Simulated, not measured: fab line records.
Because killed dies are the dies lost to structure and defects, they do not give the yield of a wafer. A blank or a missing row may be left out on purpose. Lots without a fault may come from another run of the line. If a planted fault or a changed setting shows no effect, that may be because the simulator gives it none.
Which tool did it? ; flow sky130 ; 33 wafers from 11 lots sampled at 4 of the route's 708 steps

WHAT THE GAUGES READ, wafer by wafer
SKY_DNWELL_TW_MEAS_09. Usual: DNWELL_TW 1125, standard deviation 6.7.
lot;measured;on;DNWELL_TW;flag
L401;day 3 07:07;filmMetro-04;1121 1123 1124;
L403;day 3 20:55;filmMetro-03;1123 1123 1129;
L404;day 3 20:32;filmMetro-02;1141 1133 1135;
L411;day 5 11:47;filmMetro-02;1132 1126 1123;
L414;day 6 03:12;filmMetro-04;1125 1125 1125;
L415;day 6 06:05;filmMetro-03;1122 1125 1121;
L416;day 6 14:41;filmMetro-02;1132 1143 1139;
L418;day 7 01:30;filmMetro-02;1126 1128 1129;
L420;day 7 12:00;filmMetro-03;1120 1122 1131;
L423;day 8 17:32;filmMetro-03;1131 1122 1123;
L424;day 8 20:52;filmMetro-03;1110 1120 1113;

SKY_VT_ADJUST_LVTN_TW_MEAS_21. Usual: VT_ADJUST_LVTN_2_TW 189.5, standard deviation 1.4.
lot;measured;on;VT_ADJUST_LVTN_2_TW;flag
L401;day 7 19:02;filmMetro-02;190.2 190.4 189.9;
L403;day 8 11:38;filmMetro-03;188.0 188.1 189.4;
L404;day 8 11:28;filmMetro-02;189.3 189.2 189.6;
L411;day 10 12:37;filmMetro-02;190.4 190.3 191.4;
L414;day 11 06:41;filmMetro-02;190.2 190.5 191.3;
L415;day 11 10:25;filmMetro-02;190.6 190.9 189.4;
L416;day 11 20:13;filmMetro-03;190.2 190.0 190.4;
L418;day 12 07:38;filmMetro-02;190.2 191.0 189.1;
L420;day 12 23:11;filmMetro-01;190.2 191.0 189.7;
L423;day 14 12:05;filmMetro-02;190.0 190.2 189.2;
L424;day 14 13:41;filmMetro-03;190.9 191.1 189.7;

TOOL THAT RAN EACH LOT (tool first, then ch and the chambers of the sampled wafers, then the start)
lot;SKY_FIELD_ISO_ETCH_15;SKY_FIELD_ISO_STRIP_16
L401;rieDiel-01 ch 1,3, day 2 06:27;plasmaAsher-03 ch 0,1, day 2 06:32
L403;rieDiel-03 ch 0,1, day 2 16:54;plasmaAsher-04 ch 0,1, day 2 16:59
L404;rieDiel-04 ch 1,2,3, day 2 19:09;plasmaAsher-04 ch 0,1, day 2 19:12
L411;rieDiel-01 ch 0,2, day 4 08:53;plasmaAsher-04 ch 0,1, day 4 08:57
L414;rieDiel-03 ch 2,3, day 4 23:21;plasmaAsher-04 ch 0,1, day 4 23:26
L415;rieDiel-03 ch 0,1, day 5 05:33;plasmaAsher-02 ch 0,1, day 5 05:37
L416;rieDiel-04 ch 0,2,3, day 5 13:39;plasmaAsher-04 ch 0,1, day 5 13:43
L418;rieDiel-03 ch 2,3, day 5 21:57;plasmaAsher-02 ch 0,1, day 5 22:02
L420;rieDiel-03 ch 0,3, day 6 07:36;plasmaAsher-04 ch 0,1, day 6 07:39
L423;rieDiel-03 ch 0,1, day 6 23:30;plasmaAsher-02 ch 0,1, day 6 23:34
L424;rieDiel-03 ch 0,1,2, day 7 05:42;plasmaAsher-03 ch 0,1, day 7 05:47
- SKY_FIELD_ISO_ETCH_15: etches the open film in CHF3/O2, stops on Si, target depth 180 nm, time 72 s.
- SKY_FIELD_ISO_STRIP_16: strips in O2/N2.

AS READ BY THE TOOLS THEMSELVES (means over the sampled wafers that have a number; for cases with no such wafer, the mark the record gives instead)
SKY_FIELD_ISO_ETCH_15. Usual: drypumpMotorCurrentA 5.8 A, standard deviation 0.39; oesProductAu 0.945 a.u., standard deviation 0.006; runLengthS 100.2 s, standard deviation 0.38; throttleValvePct 8.843 %, standard deviation 0.0097.
lot;tool;drypumpMotorCurrentA (A);oesProductAu (a.u.);runLengthS (s);throttleValvePct (%);flag
L401;rieDiel-01;5.3;0.943;100.5;8.850;
L403;rieDiel-03;5.8;0.952;100.0;8.849;
L404;rieDiel-04;6.0;0.942;100.2;8.852;
L411;rieDiel-01;5.7;0.979;95.4;8.856;OFF
L414;rieDiel-03;5.8;0.947;100.2;8.839;
L415;rieDiel-03;5.7;0.951;100.0;8.836;
L416;rieDiel-04;5.8;0.948;99.9;8.839;
L418;rieDiel-03;6.0;0.952;100.2;8.862;
L420;rieDiel-03;5.5;0.950;100.0;8.845;
L423;rieDiel-03;5.8;0.947;100.0;8.848;
L424;rieDiel-03;5.9;0.949;100.1;8.847;

SKY_FIELD_ISO_STRIP_16. Usual: drypumpMotorCurrentA 5.7 A, standard deviation 0.33; n2FlowSccm 300.0 sccm, standard deviation 0.94; oesProductAu 0.378 a.u., standard deviation 0.0044; stripTimeToEndpointS 3.540 s, standard deviation 0.028.
lot;tool;drypumpMotorCurrentA (A);n2FlowSccm (sccm);oesProductAu (a.u.);stripTimeToEndpointS (s);flag
L401;plasmaAsher-03;5.5;300.2;0.381;3.518;
L403;plasmaAsher-04;5.7;300.1;0.377;3.533;
L404;plasmaAsher-04;5.7;300.2;0.376;3.546;
L411;plasmaAsher-04;5.7;299.8;0.379;3.632;OFF
L414;plasmaAsher-04;5.7;298.7;0.379;3.529;
L415;plasmaAsher-02;5.5;300.0;0.379;3.534;
L416;plasmaAsher-04;5.7;299.5;0.379;3.543;
L418;plasmaAsher-02;5.8;300.1;0.381;3.562;
L420;plasmaAsher-04;5.7;300.3;0.376;3.508;
L423;plasmaAsher-02;5.8;300.6;0.379;3.592;
L424;plasmaAsher-03;5.9;298.7;0.381;3.575;

THE ANSWER, worked out from the rows above alone
Rule: a lot is off if the mean of its wafers that have a number lies more than 3 standard deviations from the usual mean. Also off: a lot with no number at a reading for which 4 or more lots have one. All remaining lots with rows at the step are treated as sound. First the gauges in route order, then the tools' own readings, where a lot's mean is used as printed above. The first step at which some lot is off is used, and at that step the reading that is off furthest; a lot without a number counts as furthest.
Off: L411 (SKY_FIELD_ISO_ETCH_15, runLengthS).
If a tool, at that step or one of the process steps before it, ran each lot that is off and ran no sound lot following the first of them, it fits. One fits: rieDiel-01 at SKY_FIELD_ISO_ETCH_15. Its last sound lot is L401 (day 2 06:27), its first lot that is off L411 (day 4 08:53): a fault that began between those two fits.
The tool's own readings at SKY_FIELD_ISO_ETCH_15 bear it out: on the lots that are off they differ by more than 5 times the standard deviation of the sound lots' means. oesProductAu reads 0.979 a.u. there against 0.948 a.u. on the sound lots; runLengthS reads 95.4 s there against 100.1 s on the sound lots.

WHAT THE SIMULATOR HAD PUT IN
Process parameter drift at SKY_FIELD_ISO_ETCH_15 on rieDiel-01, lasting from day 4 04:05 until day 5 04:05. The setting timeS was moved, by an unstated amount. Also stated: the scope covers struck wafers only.
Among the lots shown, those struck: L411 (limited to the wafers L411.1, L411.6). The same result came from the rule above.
